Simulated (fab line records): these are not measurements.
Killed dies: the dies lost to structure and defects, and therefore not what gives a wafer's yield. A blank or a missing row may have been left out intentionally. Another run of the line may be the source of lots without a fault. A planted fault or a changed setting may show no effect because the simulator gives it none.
Chamber matching || flow gf180mcu || GF_V3_CMP_04 on cmp-01 has 4 sister chambers
The step polishes SiO2. 14 wafers are shown with their chamber, then 7 later ones without.

## WAFERS WITH THEIR CHAMBER
{"wafer": "L560.1", "chamber": 3, "motor current A (A)": 13.9, "time to endpoint s (s)": 72}
{"wafer": "L560.3", "chamber": 0, "motor current A (A)": 10.8, "time to endpoint s (s)": 67}
{"wafer": "L560.6", "chamber": 2, "motor current A (A)": 13.1, "time to endpoint s (s)": 75}
{"wafer": "L561.1", "chamber": 1, "motor current A (A)": 13.1, "time to endpoint s (s)": 68}
{"wafer": "L561.5", "chamber": 1, "motor current A (A)": 11.5, "time to endpoint s (s)": 76}
{"wafer": "L561.6", "chamber": 2, "motor current A (A)": 11.6, "time to endpoint s (s)": 80}
{"wafer": "L562.1", "chamber": 3, "motor current A (A)": 13.8, "time to endpoint s (s)": 83}
{"wafer": "L562.3", "chamber": 1, "motor current A (A)": 12.5, "time to endpoint s (s)": 76}
{"wafer": "L562.4", "chamber": 0, "motor current A (A)": 11.6, "time to endpoint s (s)": 81}
{"wafer": "L563.1", "chamber": 3, "motor current A (A)": 14.5, "time to endpoint s (s)": 84}
{"wafer": "L563.3", "chamber": 0, "motor current A (A)": 11.2, "time to endpoint s (s)": 76}
{"wafer": "L563.5", "chamber": 3, "motor current A (A)": 13.9, "time to endpoint s (s)": 85}
{"wafer": "L566.1", "chamber": 3, "motor current A (A)": 13.1, "time to endpoint s (s)": 78}
{"wafer": "L566.3", "chamber": 1, "motor current A (A)": 11.8, "time to endpoint s (s)": 79}

SIGNATURES (means of the wafers above)
{"reading": "motor current A", "chamber 0": 11.200, "chamber 1": 12.225, "chamber 2": 12.350, "chamber 3": 13.840, "scatter within a chamber": 0.631}
{"reading": "time to endpoint s", "chamber 0": 74.67, "chamber 1": 74.75, "chamber 2": 77.50, "chamber 3": 80.40, "scatter within a chamber": 5.45}
Rule: for each reading, subtract the chamber's mean from the wafer's reading, divide by that reading's scatter and square the result; add these up over the readings and take the root, which gives the wafer's distance from the chamber. If the next closest chamber is less than 2 further off than the closest, the wafer can't be placed; otherwise it belongs to the closest. The scatter: the root of (the sum of the squares of (reading less its chamber's mean) over the shown wafers, divided by (wafers less chambers)).

## WAFERS WHOSE CHAMBER IS MISSING
{"wafer": "L566.4", "motor current A (A)": 12.6, "time to endpoint s (s)": 83}
{"wafer": "L569.2", "motor current A (A)": 14.3, "time to endpoint s (s)": 82}
{"wafer": "L569.3", "motor current A (A)": 11.7, "time to endpoint s (s)": 78}
{"wafer": "L569.4", "motor current A (A)": 12.5, "time to endpoint s (s)": 81}
{"wafer": "L577.2", "motor current A (A)": 13.9, "time to endpoint s (s)": 60}
{"wafer": "L577.6", "motor current A (A)": 12.3, "time to endpoint s (s)": 82}
{"wafer": "L578.6", "motor current A (A)": 11.6, "time to endpoint s (s)": 80}

## WHICH CHAMBER EACH WENT THROUGH
{"wafer": "L566.4", "from the rows above": "can't be placed: 2 or 1 or 3 or 0", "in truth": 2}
{"wafer": "L569.2", "from the rows above": 3, "in truth": 3}
{"wafer": "L569.3", "from the rows above": "can't be placed: 0 or 1 or 2", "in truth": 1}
{"wafer": "L569.4", "from the rows above": "can't be placed: 2 or 1 or 3 or 0", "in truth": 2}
{"wafer": "L577.2", "from the rows above": "can't be placed: 3 or 1 or 2 or 0", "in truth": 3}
{"wafer": "L577.6", "from the rows above": "can't be placed: 2 or 1 or 0 or 3", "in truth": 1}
{"wafer": "L578.6", "from the rows above": "can't be placed: 0 or 2 or 1", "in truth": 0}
Correct placement for 1 of the 7. Not placeable from these rows: 6 (in 6, the candidates include the true chamber). Placed wrongly: 0.
